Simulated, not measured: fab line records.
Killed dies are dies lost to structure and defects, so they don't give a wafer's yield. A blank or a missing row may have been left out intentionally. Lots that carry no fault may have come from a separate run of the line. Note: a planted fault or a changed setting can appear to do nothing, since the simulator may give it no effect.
Problem report in the 8D (eight disciplines) form, filled by code	flow sfq line	the parts of the form that need people (team, actions taken, sign-off) are left out

## 1. WHAT WENT WRONG
At SFQ_TRILAYER_M6_BARC_OPEN_METAL_ETCH_206, oes product au averages 0.754 a.u. over 4 wafers from 3 lots, while fault-free wafers read 0.680 a.u., standard deviation 0.005. Measured from the usual mean, that is +15 standard deviations.
The step: etches BARC in O2, target depth 125 nm, time 41.7 s.
The first sign was on wafer L471.5 at day 79 17:05, on rie metal-02. The record has a number at this step for 45 wafers belonging to 15 lots. By rule, "out" or "out of limits" means more than 4 standard deviations away from the usual mean. The rest of the wafers with a number are treated as sound.

## 2. WHAT THIS IS AND IS NOT
question	is	is not
which readings at this step	oes product au, run length s	drypump motor current A
which lots	L471, L473, L474	L461, L462, L468, L469, L470, L472, L477, L478, L479, L480, L481, L483
which wafers of those lots	L471.5, L473.2, L474.4, L474.5	L471.3, L471.6, L473.1, L473.4, L474.3
read on which tools	rie metal-02	rie metal-01, rie metal-03
when	from day 79 17:05	up to then (17 sound wafers); but 24 sound wafers of L472, L473, L474, L477, L478, L479, L480, L481, L483 came after

## 3. SUSPECTS, AND WHAT RULES EACH OUT
Counting: if a tool at a process step up to the reading ran every lot that is out, it stays a suspect. Sound lots after the first of them don't rule it out here, since some wafers of a struck lot are sound.
- rie metal-02 at SFQ_TRILAYER_M6_BARC_OPEN_METAL_ETCH_206 (etches BARC in O2, target depth 125 nm, time 41.7 s): kept. Every lot that is out went through it, the first being L471 (day 79 17:05); the last sound lot it ran before that was L468 (day 78 18:22). Its own readings are out on those wafers: oes product au, run length s.
- Within rie metal-02 at SFQ_TRILAYER_M6_BARC_OPEN_METAL_ETCH_206: the wafers that are out ran in chamber 1; their sound lot-mates ran in chamber 0.
After counting, what remains is rie metal-02 at SFQ_TRILAYER_M6_BARC_OPEN_METAL_ETCH_206.

## 4. THE CAUSE (what the simulator had put in)
rie metal-02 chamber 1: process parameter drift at SFQ_TRILAYER_M6_BARC_OPEN_METAL_ETCH_206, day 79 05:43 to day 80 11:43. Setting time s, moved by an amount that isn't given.
The count eliminated every tool but this one.

## 5. THE EFFECT CHAIN, in route order
Each row: a reading whose mean over the struck wafers that have a number lies more than 3 standard deviations from the usual. Readings are gone through only where the record gives a usual standard deviation; hours: the median, over the lots, of the time from a lot's start at the first step in this table giving one to that lot's start at this step; sigmas: the change measured in usual standard deviations.
hours	step	reading	usual	on struck wafers	change	sigmas
0	SFQ_TRILAYER_M6_BARC_OPEN_METAL_ETCH_206	oes product au	0.680 a.u.	0.754	+0.074	+15
0	SFQ_TRILAYER_M6_BARC_OPEN_METAL_ETCH_206	run length s	70.2 s	64.3	-5.9	-7.6
Its process steps:
- SFQ_TRILAYER_M6_BARC_OPEN_METAL_ETCH_206: etches BARC in O2, target depth 125 nm, time 41.7 s.

## 6. WHAT WOULD HAVE CAUGHT IT SOONER
The fault began at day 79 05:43; the first out-of-limits reading in this record came at day 79 17:05, 11 hours later.
